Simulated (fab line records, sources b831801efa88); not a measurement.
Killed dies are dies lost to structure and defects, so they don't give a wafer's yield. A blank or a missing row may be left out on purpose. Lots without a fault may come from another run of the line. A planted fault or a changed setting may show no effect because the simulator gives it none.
fab line records | flow sky130
record lots=5 wafers=15 last_day=50
route steps=708 shown SD_N@342 SD_P@359 RES_XHIGH@360 SALICIDE@361 LI_CONTACT@362
lots that met no fault: from a run of the same line without faults
start_h: hours from the record's first day to the start of the lot's first wafer shown | wait_h: hours since the lot's step before | " the same as in the row above | L1.1+2: a row that stands for several wafers | - no value, or no start given | * or withheld: withheld | < > ~ a bound
route shown NAME@n: a module of which the file shows steps, and the number in the route of the first | usual: mean/standard deviation of fault-free wafers | same: alike in all rows | chamber/n: place in a boat | sites: the reading at each site | _std_site: their standard deviation | _edge_site: outer sites' mean less inner sites' | radius_mm: how far each site lies from the wafer's centre | mask NAME#n: copy n | behind: the tool/chamber that last shaped the wafer | hold: why the lot was held/for how many hours/how that ended | device: the transistor (n, p or np) that didn't switch | end of line: the same wafers' tests at the end of the route | a step without rows: its recipe alone | killed: dies lost to structure and defects at the first sort, not the wafer's yield | map: a wafer's dies, x killed, . not, _ none there
set.NAME: the setting as run; set.NAME@STEP: as run at that earlier step | model.NAME: the simulator's own value behind a step, which no gauge read
lots at some steps of the route; a table a step, a row a wafer
services: from which hour (start_h, from the record's first day; less than 0 if before it) a tool's chamber was out of use, for how many hours, and why
## steps
# step SKY_SD_N_DEHYDRATE_00
# recipe temp_c=200 time_s=60
# usual chill_plate_temp_C=22.98/0.11
# columns lot.wafer tool chamber start_h wait_h chill_plate_temp_C
L077.1 litho_track-02 0 657.27 13.0 23.12
L077.2 " 0 " " 22.83
L077.4 " 0 " " 22.92
L079.2 litho_track-02 0 676.25 14.1 23.16
L079.4 " 0 " " 23.10
L079.5 " 0 " " 23.24
L089.2 litho_track-02 0 756.60 12.8 23.01
L089.5 " 0 " " 22.91
L089.6 " 0 " " 23.02
L090.3 litho_track-02 0 759.32 12.0 23.07
L090.4 " 0 " " 23.23
L090.6 " 0 " " 23.04
L094.1 litho_track-01 0 805.35 12.3 22.84
L094.3 " 0 " " 23.13
L094.5 " 0 " " 22.87
# step SKY_SD_N_HMDS_01
# recipe prime_time_s=60 prime_temp_c=120
# usual chill_plate_temp_C=22.98/0.11
# columns lot.wafer tool chamber start_h wait_h chill_plate_temp_C
L077.1 litho_track-02 0 657.42 0.1 22.97
L077.2 " 0 " " 22.95
L077.4 " 0 " " 22.86
L079.2 litho_track-02 0 676.40 0.1 22.92
L079.4 " 0 " " 22.89
L079.5 " 0 " " 22.93
L089.2 litho_track-02 0 756.75 0.1 22.76
L089.5 " 0 " " 23.05
L089.6 " 0 " " 22.86
L090.3 litho_track-02 0 759.47 0.1 22.92
L090.4 " 0 " " 22.83
L090.6 " 0 " " 22.77
L094.1 litho_track-01 0 805.50 0.1 23.01
L094.3 " 0 " " 22.99
L094.5 " 0 " " 22.98
# step SKY_SD_N_COAT_02
# recipe resist=NOVOLAK spin_rpm=3000 resist_thk_nm=1140
# usual chill_plate_temp_C=23.00/0.1
# columns lot.wafer tool chamber start_h wait_h chill_plate_temp_C
L077.1 litho_track-02 0 657.57 0.1 22.90
L077.2 " 0 " " 22.93
L077.4 " 0 " " 23.00
L079.2 litho_track-02 0 676.55 0.1 23.17
L079.4 " 0 " " 23.08
L079.5 " 0 " " 23.12
L089.2 litho_track-02 0 756.90 0.1 22.84
L089.5 " 0 " " 22.99
L089.6 " 0 " " 23.09
L090.3 litho_track-02 0 759.62 0.1 22.97
L090.4 " 0 " " 22.89
L090.6 " 0 " " 22.94
L094.1 litho_track-01 0 805.65 0.1 23.11
L094.3 " 0 " " 22.94
L094.5 " 0 " " 23.06
# step SKY_SD_N_SOFTBAKE_03
# recipe temp_c=90 time_s=60 resist=NOVOLAK
# usual chill_plate_temp_C=23.00/0.12
# columns lot.wafer tool chamber start_h wait_h chill_plate_temp_C
L077.1 litho_track-02 0 657.72 0.1 22.97
L077.2 " 0 " " 22.95
L077.4 " 0 " " 23.11
L079.2 litho_track-02 0 676.70 0.1 23.01
L079.4 " 0 " " 23.12
L079.5 " 0 " " 23.17
L089.2 litho_track-02 0 757.05 0.1 22.89
L089.5 " 0 " " 23.00
L089.6 " 0 " " 22.90
L090.3 litho_track-02 0 759.77 0.1 22.95
L090.4 " 0 " " 22.81
L090.6 " 0 " " 22.99
L094.1 litho_track-01 0 805.80 0.1 23.30
L094.3 " 0 " " 22.89
L094.5 " 0 " " 22.99
# step SKY_SD_N_EXPOSE_04
# recipe mask_id=NSDM na=0.6 source_shape=conventional sigma_outer=0.6 polarization=unpolarized target_cd_nm=380 dose_mj=141
# usual focus_offset_nm=0.1/0.51
# same na=0.6
# columns lot.wafer tool chamber start_h wait_h mask focus_offset_nm
L077.1 iline_stepper-01 0 - - NSDM#0 0.1
L077.2 " 0 " " NSDM#0 0.4
L077.4 " 0 " " NSDM#0 -0.8
L079.2 iline_stepper-02 0 - - NSDM#0 0.0
L079.4 " 0 " " NSDM#0 0.3
L079.5 " 0 " " NSDM#0 0.7
L089.2 iline_stepper-01 0 - - NSDM#0 0.6
L089.5 " 0 " " NSDM#0 -0.1
L089.6 " 0 " " NSDM#0 -0.5
L090.3 iline_stepper-02 0 - - NSDM#0 0.6
L090.4 " 0 " " NSDM#0 0.9
L090.6 " 0 " " NSDM#0 0.4
L094.1 iline_stepper-02 0 - - NSDM#0 -0.5
L094.3 " 0 " " NSDM#0 -0.2
L094.5 " 0 " " NSDM#0 -0.2
# step SKY_SD_N_PEB_05
# recipe temp_c=withheld time_s=* resist=NOVOLAK
# usual chill_plate_temp_C=*
# columns lot.wafer tool chamber start_h wait_h chill_plate_temp_C
L077.1 litho_track-01 0 - - *
L077.2 " 0 " " *
L077.4 " 0 " " *
L079.2 litho_track-02 0 - - *
L079.4 " 0 " " *
L079.5 " 0 " " *
L089.2 litho_track-03 0 - - *
L089.5 " 0 " " *
L089.6 " 0 " " *
L090.3 litho_track-02 0 - - *
L090.4 " 0 " " *
L090.6 " 0 " " *
L094.1 litho_track-03 0 - - *
L094.3 " 0 " " *
L094.5 " 0 " " *
# step SKY_SD_N_DEVELOP_06
# recipe resist=NOVOLAK developer=TMAH develop_time_s=60 dev_temp_c=23
# usual chill_plate_temp_C=23.01/0.11
# columns lot.wafer tool chamber start_h wait_h chill_plate_temp_C
L077.1 litho_track-01 0 672.25 0.1 23.08
L077.2 " 0 " " 23.03
L077.4 " 0 " " 23.01
L079.2 litho_track-02 0 690.85 0.1 23.10
L079.4 " 0 " " 23.03
L079.5 " 0 " " 23.07
L089.2 litho_track-03 0 769.79 0.1 23.08
L089.5 " 0 " " 23.16
L089.6 " 0 " " 23.16
L090.3 litho_track-02 0 772.62 0.1 22.97
L090.4 " 0 " " 22.79
L090.6 " 0 " " 22.98
L094.1 litho_track-03 0 818.36 0.1 23.21
L094.3 " 0 " " 23.08
L094.5 " 0 " " 22.98
# step SKY_SD_N_CD_MEAS_07
# recipe target_cd_nm=380
# usual cd_nm=377.8/2.4
# columns lot.wafer tool chamber start_h wait_h cd_nm
L077.1 cd_sem-02 - 672.40 0.1 373.8
L077.2 " - " " 371.4
L077.4 " - " " 372.8
L079.2 cd_sem-01 - 690.99 0.1 379.8
L079.4 " - " " 378.7
L079.5 " - " " 378.8
L089.2 cd_sem-01 - 769.93 0.1 377.5
L089.5 " - " " 379.3
L089.6 " - " " 378.3
L090.3 cd_sem-02 - 772.76 0.1 372.2
L090.4 " - " " 373.7
L090.6 " - " " 371.3
L094.1 cd_sem-01 - 818.51 0.1 382.0
L094.3 " - " " 380.2
L094.5 " - " " 379.1
# step SKY_SD_N_OVL_MEAS_08
# usual SD_N_OVL=-0.6/1.7
# columns lot.wafer tool chamber start_h wait_h SD_N_OVL[nm]
L077.1 overlay-02 - 672.52 0.1 -0.4
L077.2 " - " " 0.1
L077.4 " - " " -1.9
L079.2 overlay-02 - 691.10 0.1 -2.2
L079.4 " - " " 0.7
L079.5 " - " " 1.0
L089.2 overlay-02 - 770.04 0.1 -1.2
L089.5 " - " " -0.5
L089.6 " - " " -0.9
L090.3 overlay-02 - 772.85 0.1 -1.1
L090.4 " - " " 0.0
L090.6 " - " " -0.4
L094.1 overlay-02 - 818.63 0.1 -0.4
L094.3 " - " " -0.8
L094.5 " - " " -1.2
# step SKY_SD_N_IMPLANT_09
# recipe species=As energy_kev=50 dose_cm2=4e+15 tilt_deg=0
# same implant_ion_amu=75
# columns lot.wafer tool chamber start_h wait_h
L077.1+2+4 implanter-02 0 672.55 0.0
L079.2+4+5 implanter-01 0 691.15 0.0
L089.2+5+6 implanter-03 0 770.09 0.0
L090.3+4+6 implanter-02 0 772.93 0.1
L094.1+3+5 implanter-02 0 818.67 0.0
# step SKY_SD_N_IMPLANT_10
# recipe species=P energy_kev=20 dose_cm2=1e+14 tilt_deg=0
# same implant_ion_amu=31
# columns lot.wafer tool chamber start_h wait_h
L077.1+2+4 implanter-02 0 672.70 0.1
L079.2+4+5 implanter-01 0 691.30 0.1
L089.2+5+6 implanter-03 0 770.24 0.1
L090.3+4+6 implanter-02 0 773.08 0.1
L094.1+3+5 implanter-02 0 818.82 0.1
# step SKY_SD_N_STRIP_11
# recipe chemistry=O2/N2 power_w=1400 pressure_mtorr=1500 platen_temp_c=withheld o2_flow_sccm=3000 n2_flow_sccm=300 overash_fraction=0.5
# usual drypump_motor_current_A=5.8/0.55 n2_flow_sccm=300.1/0.84 oes_product_au=0.527/0.005 strip_time_to_endpoint_s=22.57/0.047
# columns lot.wafer tool chamber start_h wait_h drypump_motor_current_A n2_flow_sccm oes_product_au rf_hours_counter_h strip_time_to_endpoint_s
L077.1 plasma_asher-01 0 672.85 0.1 6.6 300.2 0.526 58 22.57
L077.2 " 1 " " 5.5 300.3 0.524 58 22.59
L077.4 " 1 " " 5.4 300.2 0.518 - 22.60
L079.2 plasma_asher-02 0 691.43 0.1 4.9 300.9 0.522 21 22.62
L079.4 " 1 " " 5.5 300.4 0.529 - 22.57
L079.5 " 0 " " 4.9 300.4 0.528 - 22.60
L089.2 plasma_asher-01 1 770.37 0.1 5.5 299.9 0.529 68 22.66
L089.5 " 1 " " 5.5 299.7 0.529 - 22.61
L089.6 " 0 " " 6.6 299.5 0.521 - 22.68
L090.3 plasma_asher-01 0 773.21 0.1 6.6 299.6 0.518 - 22.52
L090.4 " 1 " " 5.5 299.9 0.525 - 22.53
L090.6 " 1 " " 5.4 301.1 0.532 - 22.54
L094.1 plasma_asher-02 1 818.97 0.1 5.6 299.7 0.539 34 22.56
L094.3 " 1 " " 5.6 300.8 0.532 - 22.56
L094.5 " 0 " " 4.9 299.6 0.529 - 22.58
# step SKY_SD_N_TW_MEAS_12
# usual SD_N_TW=3978/43
# columns lot.wafer tool chamber start_h wait_h SD_N_TW
L077.1 film_metro-04 - 672.95 0.1 3914
L077.2 " - " " 3920
L077.4 " - " " 3942
L079.2 film_metro-03 - 691.54 0.1 4025
L079.4 " - " " 4014
L079.5 " - " " 4011
L089.2 film_metro-02 - 770.48 0.1 4006
L089.5 " - " " 4023
L089.6 " - " " 4005
L090.3 film_metro-02 - 773.30 0.1 3982
L090.4 " - " " 3966
L090.6 " - " " 3984
L094.1 film_metro-04 - 819.07 0.1 3932
L094.3 " - " " 3930
L094.5 " - " " 3909
# step SKY_SD_N_CLEAN_13
# recipe chemistry=SC1/SC2 mix=1:4:20 temp_c=70 time_s=150 dry=n2_spin
# usual temp_c=69.99/0.13
# columns lot.wafer tool chamber start_h wait_h temp_c
L077.1 wet_bench-01 1 673.01 0.1 70.02
L077.2 " 1 " " 69.97
L077.4 " 1 " " 69.99
L079.2 wet_bench-04 3 691.59 0.0 70.05
L079.4 " 3 " " 70.02
L079.5 " 3 " " 69.98
L089.2 wet_bench-04 3 770.53 0.0 70.02
L089.5 " 3 " " 69.96
L089.6 " 3 " " 69.86
L090.3 wet_bench-01 1 773.34 0.0 69.87
L090.4 " 1 " " 70.05
L090.6 " 1 " " 70.05
L094.1 wet_bench-01 2 819.13 0.1 70.05
L094.3 " 2 " " 70.00
L094.5 " 2 " " 70.10
# step SKY_SD_N_RTA_14
# recipe temp_c=1075 time_s=2 idle_temp_c=650 ramp_up_c_per_s=150 ramp_down_c_per_s=90 ambient=N2
# usual lamp_power_pct=15.74/0.054 wafer_temp_C_max=1078.1/1.4
# columns lot.wafer tool chamber start_h wait_h lamp_power_pct wafer_temp_C_max
L077.1 rtp_anneal-02 0 673.06 0.0 15.66 1078.2
L077.2 " 0 " " 15.68 1079.4
L077.4 " 0 " " 15.70 1078.2
L079.2 rtp_anneal-02 0 691.65 0.0 15.76 1078.5
L079.4 " 0 " " 15.69 1076.6
L079.5 " 0 " " 15.75 1078.2
L089.2 rtp_anneal-02 0 770.59 0.0 15.79 1079.6
L089.5 " 0 " " 15.76 1080.0
L089.6 " 0 " " 15.70 1078.4
L090.3 rtp_anneal-01 0 773.40 0.0 15.74 1077.4
L090.4 " 0 " " 15.71 1077.0
L090.6 " 0 " " 15.75 1077.1
L094.1 rtp_anneal-01 0 819.18 0.0 15.74 1077.3
L094.3 " 0 " " 15.79 1077.3
L094.5 " 0 " " 15.75 1076.5
# step SKY_SD_N_RS_MEAS_16
# recipe thk_meas_gauge=four-point-probe
# usual SD_N_RS=68.60/0.12
# columns lot.wafer tool chamber start_h wait_h SD_N_RS[ohm/sq]
L077.1 film_metro-03 - 673.24 0.1 68.57
L077.2 " - " " 68.68
L077.4 " - " " 68.56
L079.2 film_metro-02 - 691.84 0.1 68.47
L079.4 " - " " 68.52
L079.5 " - " " 68.50
L089.2 film_metro-03 - 770.78 0.1 68.56
L089.5 " - " " 68.69
L089.6 " - " " 68.63
L090.3 film_metro-02 - 773.60 0.1 68.80
L090.4 " - " " 68.68
L090.6 " - " " 68.74
L094.1 film_metro-02 - 819.35 0.1 68.70
L094.3 " - " " 68.64
L094.5 " - " " 68.51
# step SKY_SD_N_RS_MEAS_17
# recipe thk_meas_gauge=four-point-probe
# usual SD_P_RS=147.2/0.42
# columns lot.wafer tool chamber start_h wait_h SD_P_RS[ohm/sq]
L077.1 film_metro-03 - 673.36 0.1 147.7
L077.2 " - " " 147.0
L077.4 " - " " 146.8
L079.2 film_metro-02 - 691.96 0.1 147.1
L079.4 " - " " 147.2
L079.5 " - " " 147.8
L089.2 film_metro-03 - 770.90 0.1 147.5
L089.5 " - " " 147.6
L089.6 " - " " 147.9
L090.3 film_metro-02 - 773.72 0.1 147.4
L090.4 " - " " 147.9
L090.6 " - " " 147.5
L094.1 film_metro-02 - 819.47 0.1 147.5
L094.3 " - " " 147.4
L094.5 " - " " 147.5
# step SKY_SD_N_RS_MEAS_18
# recipe thk_meas_gauge=four-point-probe
# usual RES_XHIGH_RS=333.7/1.2
# columns lot.wafer tool chamber start_h wait_h RES_XHIGH_RS[ohm/sq]
L077.1 film_metro-03 - 673.48 0.1 333.9
L077.2 " - " " 334.1
L077.4 " - " " 333.4
L079.2 film_metro-02 - 692.08 0.1 335.1
L079.4 " - " " 334.2
L079.5 " - " " 334.8
L089.2 film_metro-03 - 771.02 0.1 335.1
L089.5 " - " " 335.5
L089.6 " - " " 336.5
L090.3 film_metro-02 - 773.84 0.1 334.7
L090.4 " - " " 334.4
L090.6 " - " " 333.9
L094.1 film_metro-02 - 819.59 0.1 335.6
L094.3 " - " " 335.3
L094.5 " - " " 335.5
# step SKY_SALICIDE_CLEAN_00
# recipe chemistry=HF-last time_s=30 dilution=100:1 dry=ipa_marangoni
# columns lot.wafer tool chamber start_h wait_h
L077.1+2+4 wet_bench-03 3 673.60 0.1
L079.2+4+5 wet_bench-03 2 692.18 0.1
L089.2+5+6 wet_bench-02 2 771.12 0.1
L090.3+4+6 wet_bench-03 0 773.92 0.1
L094.1+3+5 wet_bench-02 1 819.71 0.1
# step SKY_LI_CONTACT_HDPCVD_00
# recipe material=PSG target_thk_nm=930 sigma_open_frac=0.3 time_s=155 temp_c=600 sih4_flow_sccm=60 pressure_mtorr=6
# columns lot.wafer tool chamber start_h wait_h
L077.1+2+4 hdpcvd-01 2,0,0 673.61 0.0
L079.2+4+5 hdpcvd-02 2,1,2 692.20 0.0
L089.2+5+6 hdpcvd-01 2,1,2 771.14 0.0
L090.3+4+6 hdpcvd-01 0,2,1 773.94 0.0
L094.1+3+5 hdpcvd-01 1,0,2 819.73 0.0
# step SKY_LI_CONTACT_THK_MEAS_01
# recipe reads=PSG_of_LI_CONTACT_HDPCVD_00
# usual LI_CONTACT_HDPCVD_THK=938/10
# columns lot.wafer tool chamber start_h wait_h LI_CONTACT_HDPCVD_THK[nm]
L077.1 film_metro-03 - 673.71 0.1 928
L077.2 " - " " 946
L077.4 " - " " 932
L079.2 film_metro-02 - 692.31 0.1 927
L079.4 " - " " 948
L079.5 " - " " 932
L089.2 film_metro-02 - 771.25 0.1 921
L089.5 " - " " 932
L089.6 " - " " 921
L090.3 film_metro-04 - 774.06 0.1 937
L090.4 " - " " 926
L090.6 " - " " 937
L094.1 film_metro-03 - 819.83 0.1 955
L094.3 " - " " 945
L094.5 " - " " 960
# step SKY_LI_CONTACT_CMP_02
# recipe material=PSG down_force_psi=4 platen_rpm=60 pad_velocity_m_s=0.94248
# usual edge_zone_pressure_frac=0.999/0.0053 motor_current_A=12.4/1.1 platen_rpm=60.01/0.036 time_to_endpoint_s=31.7/2.6
# columns lot.wafer tool chamber start_h wait_h edge_zone_pressure_frac motor_current_A platen_rpm time_to_endpoint_s
L077.1 cmp-02 0 673.82 0.1 0.997 12.9 59.94 31.3
L077.2 " 1 " " 0.997 12.0 60.05 30.8
L077.4 " 2 " " 1.001 10.9 60.04 34.5
L079.2 cmp-02 0 692.46 0.1 1.001 12.5 60.00 31.7
L079.4 " 1 " " 1.004 12.2 59.98 33.3
L079.5 " 2 " " 0.999 11.0 59.97 32.6
L089.2 cmp-01 2 771.40 0.1 1.001 11.4 60.04 29.8
L089.6 " 0 " " 1.000 15.2 60.06 33.0
L089.5 " 1 " " 1.002 14.3 60.04 30.7
L090.3 cmp-01 3 774.10 0.0 0.999 11.6 60.01 33.3
L090.4 " 1 " " 0.999 13.4 60.04 29.4
L090.6 " 0 " " 0.993 14.5 60.01 33.8
L094.3 cmp-01 1 819.99 0.1 1.003 13.0 60.01 32.3
L094.1 " 2 " " 1.003 12.3 60.05 34.2
L094.5 " 0 " " 0.998 14.1 59.98 39.2
# step SKY_LI_CONTACT_BOW_MEAS_03
# recipe mode=bow
# usual LI_CONTACT_BOW=57/6.5
# columns lot.wafer tool chamber start_h wait_h LI_CONTACT_BOW[um]
L077.1 film_metro-04 - 674.07 0.2 57
L077.2 " - " " 67
L077.4 " - " " 66
L079.2 film_metro-02 - 692.68 0.2 51
L079.4 " - " " 49
L079.5 " - " " 54
L089.2 film_metro-03 - 771.62 0.2 58
L089.5 " - " " 43
L089.6 " - " " 57
L090.3 film_metro-02 - 774.44 0.3 59
L090.4 " - " " 55
L090.6 " - " " 56
L094.1 film_metro-04 - 820.19 0.1 57
L094.3 " - " " 59
L094.5 " - " " 56
# step SKY_LI_CONTACT_DEHYDRATE_04
# recipe temp_c=200 time_s=60
# usual chill_plate_temp_C=22.99/0.098
# columns lot.wafer tool chamber start_h wait_h chill_plate_temp_C
L077.1 litho_track-04 0 687.73 13.6 23.19
L077.2 " 0 " " 22.99
L077.4 " 0 " " 23.03
L079.2 litho_track-03 0 706.99 14.3 23.07
L079.4 " 0 " " 23.01
L079.5 " 0 " " 23.05
L089.2 litho_track-04 0 784.60 13.0 22.97
L089.5 " 0 " " 22.93
L089.6 " 0 " " 23.04
L090.3 litho_track-02 0 786.67 12.2 22.92
L090.4 " 0 " " 22.96
L090.6 " 0 " " 23.10
L094.1 litho_track-03 0 832.76 12.6 23.01
L094.3 " 0 " " 22.72
L094.5 " 0 " " 23.08
# step SKY_LI_CONTACT_HMDS_05
# recipe prime_time_s=60 prime_temp_c=120
# usual chill_plate_temp_C=23.00/0.11
# columns lot.wafer tool chamber start_h wait_h chill_plate_temp_C
L077.1 litho_track-04 0 687.88 0.1 23.08
L077.2 " 0 " " 23.06
L077.4 " 0 " " 23.07
L079.2 litho_track-03 0 707.14 0.1 22.82
L079.4 " 0 " " 22.98
L079.5 " 0 " " 23.09
L089.2 litho_track-04 0 784.75 0.1 23.00
L089.5 " 0 " " 22.95
L089.6 " 0 " " 22.92
L090.3 litho_track-02 0 786.82 0.1 23.01
L090.4 " 0 " " 23.04
L090.6 " 0 " " 22.96
L094.1 litho_track-03 0 832.91 0.1 23.03
L094.3 " 0 " " 22.94
L094.5 " 0 " " 23.08
# step SKY_LI_CONTACT_COAT_06
# recipe resist=BARC temp_c=withheld time_s=withheld spin_rpm=3000 resist_thk_nm=58.96
# usual chill_plate_temp_C=*
# columns lot.wafer tool chamber start_h wait_h chill_plate_temp_C
L077.1 litho_track-04 0 688.03 0.1 *
L077.2 " 0 " " *
L077.4 " 0 " " *
L079.2 litho_track-03 0 707.29 0.1 *
L079.4 " 0 " " *
L079.5 " 0 " " *
L089.2 litho_track-04 0 784.90 0.1 *
L089.5 " 0 " " *
L089.6 " 0 " " *
L090.3 litho_track-02 0 786.97 0.1 *
L090.4 " 0 " " *
L090.6 " 0 " " *
L094.1 litho_track-03 0 833.06 0.1 *
L094.3 " 0 " " *
L094.5 " 0 " " *
# step SKY_LI_CONTACT_COAT_07
# recipe resist=KrF-thick spin_rpm=3000 resist_thk_nm=450
# usual chill_plate_temp_C=23.00/0.1
# columns lot.wafer tool chamber start_h wait_h chill_plate_temp_C
L077.1 litho_track-04 0 - - 23.25
L077.2 " 0 " " 22.94
L077.4 " 0 " " 23.18
L079.2 litho_track-03 0 - - 22.74
L079.4 " 0 " " 23.08
L079.5 " 0 " " 23.02
L089.2 litho_track-04 0 - - 22.93
L089.5 " 0 " " 22.98
L089.6 " 0 " " 22.94
L090.3 litho_track-02 0 - - 23.09
L090.4 " 0 " " 22.92
L090.6 " 0 " " 23.22
L094.1 litho_track-03 0 - - 22.91
L094.3 " 0 " " 22.81
L094.5 " 0 " " 23.02
# step SKY_LI_CONTACT_SOFTBAKE_08
# recipe temp_c=100 time_s=90 resist=KrF-thick
# usual chill_plate_temp_C=22.98/0.11
# columns lot.wafer tool chamber start_h wait_h chill_plate_temp_C
L077.1 litho_track-04 0 - - 22.90
L077.2 " 0 " " 22.81
L077.4 " 0 " " 22.88
L079.2 litho_track-03 0 - - 22.95
L079.4 " 0 " " 23.06
L079.5 " 0 " " 22.97
L089.2 litho_track-04 0 - - 23.19
L089.5 " 0 " " 23.03
L089.6 " 0 " " 23.03
L090.3 litho_track-02 0 - - 23.01
L090.4 " 0 " " 23.02
L090.6 " 0 " " 22.98
L094.1 litho_track-03 0 - - 22.88
L094.3 " 0 " " 22.98
L094.5 " 0 " " 22.93
# step SKY_LI_CONTACT_EXPOSE_09
# recipe mask_id=LICM1 na=0.8 source_shape=annular sigma_inner=0.55 sigma_outer=0.85 target_cd_nm=170 dose_mj=38
# usual focus_offset_nm=0.2/0.51
# same na=0.8 sigma_inner=0.55
# columns lot.wafer tool chamber start_h wait_h mask focus_offset_nm
L077.1 krf_scanner-01 0 - - LICM1#0 -0.4
L077.2 " 0 " " LICM1#0 -0.5
L077.4 " 0 " " LICM1#0 -0.1
L079.2 krf_scanner-01 0 - - LICM1#0 0.3
L079.4 " 0 " " LICM1#0 0.5
L079.5 " 0 " " LICM1#0 -0.5
L089.2 krf_scanner-01 0 - - LICM1#0 -0.8
L089.5 " 0 " " LICM1#0 -0.1
L089.6 " 0 " " LICM1#0 -1.0
L090.3 krf_scanner-01 0 - - LICM1#0 0.3
L090.4 " 0 " " LICM1#0 0.8
L090.6 " 0 " " LICM1#0 -0.1
L094.1 krf_scanner-01 0 - - LICM1#0 -0.3
L094.3 " 0 " " LICM1#0 0.2
L094.5 " 0 " " LICM1#0 -0.4
# step SKY_LI_CONTACT_PEB_10
# recipe peb_temp_c=withheld peb_time_s=withheld resist=KrF-thick
# usual chill_plate_temp_C=*
# columns lot.wafer tool chamber start_h wait_h chill_plate_temp_C
L077.1 litho_track-03 0 - - *
L077.2 " 0 " " *
L077.4 " 0 " " *
L079.2 litho_track-03 0 - - *
L079.4 " 0 " " *
L079.5 " 0 " " *
L089.2 litho_track-04 0 - - *
L089.5 " 0 " " *
L089.6 " 0 " " *
L090.3 litho_track-04 0 - - *
L090.4 " 0 " " *
L090.6 " 0 " " *
L094.1 litho_track-03 0 - - *
L094.3 " 0 " " *
L094.5 " 0 " " *
# step SKY_LI_CONTACT_DEVELOP_11
# recipe develop_time_s=60 resist=KrF-thick dev_temp_c=21
# usual chill_plate_temp_C=22.99/0.1
# columns lot.wafer tool chamber start_h wait_h chill_plate_temp_C
L077.1 litho_track-03 0 - - 22.99
L077.2 " 0 " " 22.87
L077.4 " 0 " " 23.01
L079.2 litho_track-03 0 - - 23.02
L079.4 " 0 " " 23.00
L079.5 " 0 " " 23.01
L089.2 litho_track-04 0 - - 22.84
L089.5 " 0 " " 22.96
L089.6 " 0 " " 22.96
L090.3 litho_track-04 0 - - 23.25
L090.4 " 0 " " 22.99
L090.6 " 0 " " 22.96
L094.1 litho_track-03 0 - - 23.11
L094.3 " 0 " " 22.90
L094.5 " 0 " " 22.85
# step SKY_LI_CONTACT_CD_MEAS_12
# recipe target_cd_nm=170
# usual cd_nm=170.1/1.2
# columns lot.wafer tool chamber start_h wait_h cd_nm
L077.1 cd_sem-01 - 702.26 - 169.1
L077.2 " - " " 168.6
L077.4 " - " " 168.3
L079.2 cd_sem-01 - 720.98 - 170.3
L079.4 " - " " 171.0
L079.5 " - " " 168.8
L089.2 cd_sem-01 - 798.00 - 170.7
L089.5 " - " " 168.8
L089.6 " - " " 169.1
L090.3 cd_sem-02 - 800.12 - 168.5
L090.4 " - " " 167.3
L090.6 " - " " 169.1
L094.1 cd_sem-02 - 846.56 - 169.1
L094.3 " - " " 171.1
L094.5 " - " " 172.1
# step SKY_LI_CONTACT_OVL_MEAS_13
# usual LI_CONTACT_OVL=-1/4.4
# columns lot.wafer tool chamber start_h wait_h LI_CONTACT_OVL[nm]
L077.1 overlay-02 - 702.38 0.1 5
L077.2 " - " " 0
L077.4 " - " " 6
L079.2 overlay-02 - 721.09 0.1 -3
L079.4 " - " " -4
L079.5 " - " " 2
L089.2 overlay-01 - 798.10 0.1 0
L089.5 " - " " 6
L089.6 " - " " 1
L090.3 overlay-02 - 800.21 0.1 -5
L090.4 " - " " -4
L090.6 " - " " -3
L094.1 overlay-01 - 846.68 0.1 3
L094.3 " - " " 0
L094.5 " - " " 6
# step SKY_LI_CONTACT_ETCH_14
# recipe chemistry=N2/H2 target=BARC ion_energy_ev=200 source_w=500 bias_w=100 pressure_mtorr=30 n2_flow_sccm=100 h2_flow_sccm=200 stop_on=SiO2 time_s=45.9 target_depth_a=600
# usual drypump_motor_current_A=6.0/0.45 n2_flow_sccm=100.0/0.34 oes_product_au=0.846/0.0052 throttle_valve_pct=13.224/0.0088
# columns lot.wafer tool chamber start_h wait_h drypump_motor_current_A n2_flow_sccm oes_product_au rf_hours_counter_h throttle_valve_pct
L077.1 rie_diel-04 0 702.42 0.0 5.1 100.5 0.843 11 13.220
L077.2 " 3 " " 6.3 100.0 0.842 20 13.228
L077.4 " 1 " " 5.8 99.5 0.842 - 13.213
L079.2 rie_diel-02 1 721.12 0.0 6.7 99.5 0.847 6 13.222
L079.4 " 1 " " 6.7 99.7 0.855 - 13.213
L079.5 " 3 " " 6.0 100.4 0.848 - 13.220
L089.2 rie_diel-03 2 798.13 0.0 5.7 99.7 0.853 3 13.222
L089.5 " 3 " " 5.9 99.8 0.840 - 13.208
L089.6 " 2 " " 5.7 99.6 0.855 - 13.237
L090.3 rie_diel-02 2 800.23 0.0 6.3 100.0 0.846 7 13.239
L090.4 " 3 " " 5.9 100.2 0.852 29 13.223
L090.6 " 3 " " 5.9 100.0 0.848 - 13.230
L094.1 rie_diel-02 2 846.72 0.0 6.3 100.2 0.843 8 13.215
L094.3 " 1 " " 6.7 100.0 0.849 9 13.228
L094.5 " 0 " " 5.6 100.4 0.841 - 13.218
# step SKY_LI_CONTACT_ETCH_15
# recipe target=PSG chemistry=C4F8/O2/Ar stop_on=Si taper_deg=4.15 mask_material=KrF-thick source_w=1500 bias_w=1200 pressure_mtorr=40 c4f8_flow_sccm=withheld O2_flow_sccm=6 Ar_flow_sccm=300 time_s=withheld target_depth_a=6000
# usual oes_product_au=0.844/0.0042
# columns lot.wafer tool chamber start_h wait_h oes_product_au
L077.1 rie_diel-04 0 702.46 0.0 0.851
L077.2 " 3 " " 0.848
L077.4 " 1 " " 0.846
L079.2 rie_diel-02 1 721.16 0.0 0.843
L079.4 " 1 " " 0.850
L079.5 " 3 " " 0.846
L089.2 rie_diel-03 2 798.18 0.0 0.851
L089.5 " 3 " " 0.842
L089.6 " 2 " " 0.835
L090.3 rie_diel-02 2 800.28 0.0 0.845
L090.4 " 3 " " 0.851
L090.6 " 3 " " 0.843
L094.1 rie_diel-02 2 846.76 0.0 0.845
L094.3 " 1 " " 0.838
L094.5 " 0 " " 0.847
## services
# columns tool chamber start_h hours kind
hdpcvd-01 - 633.98 1.0 repair
cmp-01 - 637.49 3.4 repair
implanter-02 - 645.85 1.7 repair
hdpcvd-01 - 659.36 1.7 repair
iline_stepper-02 - 661.69 14.0 repair
krf_scanner-01 - 677.81 0.8 pm
krf_scanner-01 - 678.71 1.0 pm
hdpcvd-01 - 681.86 0.3 repair
krf_scanner-01 - 700.85 4.0 pm
plasma_asher-01 - 705.27 3.0 repair
rie_diel-02 2 720.69 4.6 repair
cmp-01 - 736.68 12.4 pm
krf_scanner-01 - 749.73 1.3 pm
krf_scanner-01 - 773.40 0.1 repair
implanter-02 - 773.41 7.9 repair
implanter-02 - 773.46 2.7 repair
implanter-02 - 774.91 3.4 repair
wet_bench-01 - 787.30 2.8 repair
rtp_anneal-02 - 795.06 3.6 pm
cmp-01 - 799.63 12.3 pm
krf_scanner-01 - 819.11 0.8 repair
krf_scanner-01 - 835.48 0.8 repair
hdpcvd-01 0 836.91 5.4 repair
krf_scanner-01 - 846.61 0.8 pm
## key
fault none
